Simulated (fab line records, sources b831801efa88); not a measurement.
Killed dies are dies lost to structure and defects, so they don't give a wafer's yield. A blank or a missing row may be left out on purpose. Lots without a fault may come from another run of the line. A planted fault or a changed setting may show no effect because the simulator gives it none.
One fault seen from 2 desks | flow gf180mcu | each desk has only its own numbers; what lay behind them comes last

THE TOOL OWNER'S DESK: cvd_w-01
The tool's own readings at GF_V1_CVD_23 (deposits W, target thk 350 nm, time 105.05 s): means of the sampled wafers that have a number, for each lot that ran on this tool. A lot is out of limits, marked OUT, if its mean lies more than 4 standard deviations from the usual mean; the brackets give that distance.
Columns: A = heater_power_w at GF_V1_CVD_23, usual 814 W
lot  | first seen here | A
L544 | day 18 19:00    | 814
L550 | day 21 02:40    | 873
L553 | day 22 08:37    | 822
L556 | day 23 04:06    | 817
L557 | day 23 11:11    | 754
L560 | day 24 18:29    | 905
This desk's finding: nothing out of limits on any of the 6 lots.

THE METROLOGY DESK
What the gauges read, lot by lot, whatever tool the lot ran on: means of the sampled wafers that have a number. A lot is out of limits, marked OUT, if its mean lies more than 4 standard deviations from the usual mean; the brackets give that distance.
Columns: A = V1_W_RS at GF_V1_RS_MEAS_24, usual 0.328 ohm/sq; B = V1_W_THK at GF_V1_THK_MEAS_25, usual 344 nm
lot  | first seen here | A                | B
L544 | day 18 19:08    | 0.321            | 354
L546 | day 19 11:25    | 0.331            | 340
L550 | day 21 02:47    | 0.331            | 342
L551 | day 21 12:20    | 0.328            | 345
L553 | day 22 08:44    | 0.328            | 342
L556 | day 23 04:13    | 0.295 (-8.2) OUT | 388 (+8.4) OUT
L557 | day 23 11:19    | 0.281 (-12) OUT  | 414 (+14) OUT
L560 | day 24 18:37    | 0.293 (-8.8) OUT | 396 (+9.9) OUT
L561 | day 25 06:14    | 0.335            | 335
L563 | day 25 12:41    | 0.328            | 343
L564 | day 25 22:15    | 0.326            | 343
This desk's finding: out of limits on L556, L557, L560; first on L556, day 23 04:13 (V1_W_RS at GF_V1_RS_MEAS_24). In limits: L544, L546, L550, L551, L553, L561, L563, L564.

PUT TOGETHER
The metrology desk could have raised an alarm at day 23 04:13, on L556, L557, L560.
The tool owner's desk saw nothing out of limits.
The tool owner's desk has L556, L557, L560 on record, within its limits.
Of the lots named, all ran GF_V1_CVD_23 on cvd_w-01.

WHAT THE SIMULATOR HAD PUT IN
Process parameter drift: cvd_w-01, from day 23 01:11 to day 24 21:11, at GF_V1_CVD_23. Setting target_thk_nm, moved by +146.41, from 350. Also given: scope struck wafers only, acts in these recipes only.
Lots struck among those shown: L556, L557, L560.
Hours from the fault's start to each desk's first reading out of limits: the metrology desk, 3.
